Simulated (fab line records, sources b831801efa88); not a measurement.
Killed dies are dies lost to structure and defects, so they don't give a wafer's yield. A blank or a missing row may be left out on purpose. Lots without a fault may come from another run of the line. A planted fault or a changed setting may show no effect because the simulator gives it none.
Which tool did it? | flow sky130 | 10 lots, 30 wafers sampled, at 1 step of a route of 708

WHAT THE GAUGES READ, wafer by wafer
SKY_VIA1_BOW_MEAS_03.
lot  | measured     | on            | VIA1_BOW (um)
L979 | day 32 10:34 | film_metro-02 | 88 87 84
L980 | day 33 03:59 | film_metro-04 | 85 85 76
L985 | day 34 21:28 | film_metro-04 | 90 86 88
L989 | day 35 22:44 | film_metro-04 | 70 75 65
L988 | day 36 01:05 | film_metro-02 | 83 80 84
L991 | day 36 19:19 | film_metro-04 | 86 81 77
L993 | day 37 11:38 | film_metro-04 | 90 72 68
L997 | day 38 14:14 | film_metro-04 | 96 88 79
L999 | day 38 23:43 | film_metro-02 | 77 82 79
L102 | day 39 14:55 | film_metro-04 | 98 88 95

WHICH TOOL RAN EACH LOT (tool, then ch and the chambers of the sampled wafers, then the start)
The record holds no process step before these readings.

WHAT THE TOOLS THEMSELVES READ (means of the sampled wafers that have a number; where no wafer has one, the mark that the record gives instead)
The record holds no such reading with a usual standard deviation.

THE ANSWER, worked out from the rows above alone
Rule: what is usual is taken from the lots themselves. Put in order of their means at a reading, lots are off if they are a third of the lots or fewer, leave a main group of 4 or more, and stand apart from it by a gap of 3 or more times the standard deviation of the main group's means; of several such gaps the widest counts. A main group whose means are all the same, to the digits that the tables above print for the reading, isn't used. A lot without any number at a reading at which 4 lots or more have one is off too. The other lots that the step has rows for count as sound. The gauges are gone through in route order, then the tools' own readings, and for those a lot's mean is taken as printed above. The first step at which some lot is off is used, and at that step the reading that is off furthest; a lot without a number counts as furthest.
No lot is off at any reading shown: from this, nothing can be told.

WHAT THE SIMULATOR HAD PUT IN
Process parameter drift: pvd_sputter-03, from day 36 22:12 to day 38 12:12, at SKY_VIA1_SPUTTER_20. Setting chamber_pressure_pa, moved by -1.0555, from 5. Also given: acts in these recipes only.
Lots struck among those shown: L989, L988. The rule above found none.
